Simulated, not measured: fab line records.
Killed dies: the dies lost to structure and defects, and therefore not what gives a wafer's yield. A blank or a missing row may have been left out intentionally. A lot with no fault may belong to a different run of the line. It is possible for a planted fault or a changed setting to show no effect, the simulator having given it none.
A struck lot beside a sound one | flow sky130 | 45 steps out of a route of 708
Sound: the wafers L181.3, L181.4, L181.6. Struck: wafer L192.6 (left out: L192.4, a lot-mate that was not struck); the cause follows at the end.
Per side, at each step with rows, come the tool, then ch with its chambers, and then its first start. Under that, the readings that differ: sound wafers | struck wafers | difference of the means | sigmas: that difference in standard deviations of wafers without a fault.
alike: same words and numbers on both sides, and readings whose means sit less than 2 such deviations apart. not compared: any withheld reading, any reading some wafer has no value for, any bound like >300 that may hide the same value, and any number with overlapping values for which the record gives no deviation.
The two part at a step that has a row with sigmas, a row that says differs or no value, or rows on one side only. Numbers that have no deviation but don't overlap get no sigmas and don't part them. Lack of a reading on every wafer of one side parts them only where that side has two or more wafers.

first, 1 step without rows for these wafers: SKY_POLY_CUT_DEVELOP_07 (develop time 60 s).
SKY_POLY_CUT_CD_MEAS_08: target cd 270 nm.
  sound on cd-sem-02, day 25 05:17; struck on cd-sem-02, day 29 07:04
  alike: cd-nm
SKY_POLY_CUT_OVL_MEAS_09:
  sound on overlay-01, day 25 05:23; struck on overlay-01, day 29 07:08
  alike: POLY_CUT_OVL
SKY_POLY_CUT_ETCH_10: etches BARC in N2/H2, stops on SiO2, time 45.9 s, target depth 60 nm.
  sound on rie-diel-02 ch 0,1, day 25 05:25; struck on rie-diel-03 ch 2, day 29 07:10
  alike: drypump-motor-current-A, oes-product-au, throttle-valve-pct
  not compared: rf-hours-counter-h
SKY_POLY_CUT_ETCH_11: etches Si3N4 in CF4/CH2F2/Ar, stops on poly-Si, time 42.5 s, target depth 60 nm.
  sound on rie-diel-02 ch 0,1, day 25 05:27; struck on rie-diel-03 ch 2, day 29 07:12
  alike: drypump-motor-current-A, oes-product-au, throttle-valve-pct
  not compared: rf-hours-counter-h
SKY_POLY_CUT_STRIP_12: strips in O2/N2.
  sound on plasma-asher-04 ch 0,1, day 25 05:31; struck on plasma-asher-04 ch 1, day 29 07:16
  alike: drypump-motor-current-A, oes-product-au, strip-time-to-endpoint-s
  not compared: rf-hours-counter-h
then, 6 steps without rows for these wafers: SKY_SD_P_DEHYDRATE_00 (time 60 s); SKY_SD_P_HMDS_01 (prime time 60 s); SKY_SD_P_COAT_02 (resist thk 1140 nm); SKY_SD_P_SOFTBAKE_03 (time 60 s); SKY_SD_P_EXPOSE_04 (exposes mask PSDM, target cd 380 nm); SKY_SD_P_PEB_05.
SKY_SD_P_DEVELOP_06: develop time 60 s.
  sound on litho-track-04 ch 0, day 26 10:44; struck on litho-track-04 ch 0, day 30 11:01
SKY_SD_P_CD_MEAS_07: target cd 380 nm.
  sound on cd-sem-01, day 26 10:52; struck on cd-sem-02, day 30 11:08
  alike: cd-nm
SKY_SD_P_OVL_MEAS_08:
  sound on overlay-02, day 26 10:58; struck on overlay-01, day 30 11:13
  alike: SD_P_OVL
then, 1 step without rows for these wafers: SKY_SD_P_IMPLANT_09.
SKY_SD_P_STRIP_10: strips in O2/N2.
  sound on plasma-asher-01 ch 0,1, day 26 11:10; struck on plasma-asher-01 ch 0, day 30 11:25
  alike: drypump-motor-current-A, oes-product-au, strip-time-to-endpoint-s
  not compared: rf-hours-counter-h
SKY_SD_P_TW_MEAS_11:
  sound on film-metro-02, day 26 11:16; struck on film-metro-03, day 30 11:31
  alike: SD_P_TW
then, 9 steps without rows for these wafers: SKY_RES_XHIGH_DEHYDRATE_00 (time 60 s); SKY_RES_XHIGH_HMDS_01 (prime time 60 s); SKY_RES_XHIGH_COAT_02 (resist thk 1140 nm); SKY_RES_XHIGH_SOFTBAKE_03 (time 60 s); SKY_RES_XHIGH_EXPOSE_04 (exposes mask URPM, target cd 1270 nm); SKY_RES_XHIGH_PEB_05; SKY_RES_XHIGH_DEVELOP_06 (develop time 60 s); SKY_RES_XHIGH_IMPLANT_07; SKY_RES_XHIGH_STRIP_08 (strips in O2/N2).
SKY_RES_XHIGH_TW_MEAS_09:
  sound on film-metro-02, day 27 17:10; struck on film-metro-02, day 31 14:32
  alike: RES_XHIGH_TW
then, 7 steps without rows for these wafers: SKY_SD_N_DEHYDRATE_00 (time 60 s); SKY_SD_N_HMDS_01 (prime time 60 s); SKY_SD_N_COAT_02 (resist thk 1140 nm); SKY_SD_N_SOFTBAKE_03 (time 60 s); SKY_SD_N_EXPOSE_04 (exposes mask NSDM, target cd 380 nm); SKY_SD_N_PEB_05; SKY_SD_N_DEVELOP_06 (develop time 60 s).
SKY_SD_N_CD_MEAS_07: target cd 380 nm.
  sound on cd-sem-02, day 28 21:50; struck on cd-sem-02, day 32 17:00
  alike: cd-nm
SKY_SD_N_OVL_MEAS_08:
  sound on overlay-02, day 28 21:56; struck on overlay-02, day 32 17:05
  alike: SD_N_OVL
then, 2 steps without rows for these wafers: SKY_SD_N_IMPLANT_09; SKY_SD_N_IMPLANT_10.
SKY_SD_N_STRIP_11: strips in O2/N2.
  sound on plasma-asher-04 ch 0,1, day 28 22:17; struck on plasma-asher-03 ch 0, day 32 17:26
  reading               | sound             | struck | difference | sigmas
  oes-product-au (a.u.) | 0.529 0.530 0.534 | 0.519  | -0.012     | -3
  alike: drypump-motor-current-A, strip-time-to-endpoint-s
  not compared: rf-hours-counter-h
SKY_SD_N_TW_MEAS_12:
  sound on film-metro-02, day 28 22:22; struck on film-metro-02, day 32 17:32
  reading | sound          | struck | difference | sigmas
  SD_N_TW | 3944 3930 3952 | 4001   | +59        | +2
then, 1 step without rows for these wafers: SKY_SD_N_CLEAN_13 (cleans in SC1/SC2, time 150 s).
-- the record jumps here: 6 days lie between the struck wafers' starts before and after (it left off in module SD_N and takes up again in module METAL2, whose first step shown is number 488 of the route) --
SKY_METAL2_RS_MEAS_05: uses a four-point probe to measure.
  sound on film-metro-04, day 34 23:11; struck on film-metro-04, day 38 13:57
  alike: METAL2_ALCU_RS
  not compared: hold
SKY_METAL2_THK_MEAS_06: measures by xrf.
  sound on film-metro-04, day 34 23:17; struck on film-metro-04, day 38 15:00
  reading | sound | struck                   | difference                   | sigmas
  hold    | - - - | await-dispo/1.0h/release | no value on the sound wafers |
  alike: METAL2_ALCU_THK
-- the record jumps here: 11 days lie between the struck wafers' starts before and after (it left off in module METAL2 and takes up again in module PAD_OPEN, whose first step shown is number 708 of the route) --
SKY_PAD_OPEN_PROBE_99:
  sound on prober-01, day 46 10:59; struck on prober-02, day 49 05:17
  reading             | sound    | struck | difference | sigmas
  killed-at-front-end | 9 8 8    | 25     | +17        | +4
  killed-short        | 37 30 36 | 49     | +15        | +2
  alike: killed_at_M0_to_M3, killed_at_M4_up, killed-at-contacts, killed-at-other, killed-dies, killed-open

## WHERE THEY PART
At SKY_SD_N_STRIP_11 first; at SKY_PAD_OPEN_PROBE_99 last (within this record only).

WHY: the cause the simulator had injected
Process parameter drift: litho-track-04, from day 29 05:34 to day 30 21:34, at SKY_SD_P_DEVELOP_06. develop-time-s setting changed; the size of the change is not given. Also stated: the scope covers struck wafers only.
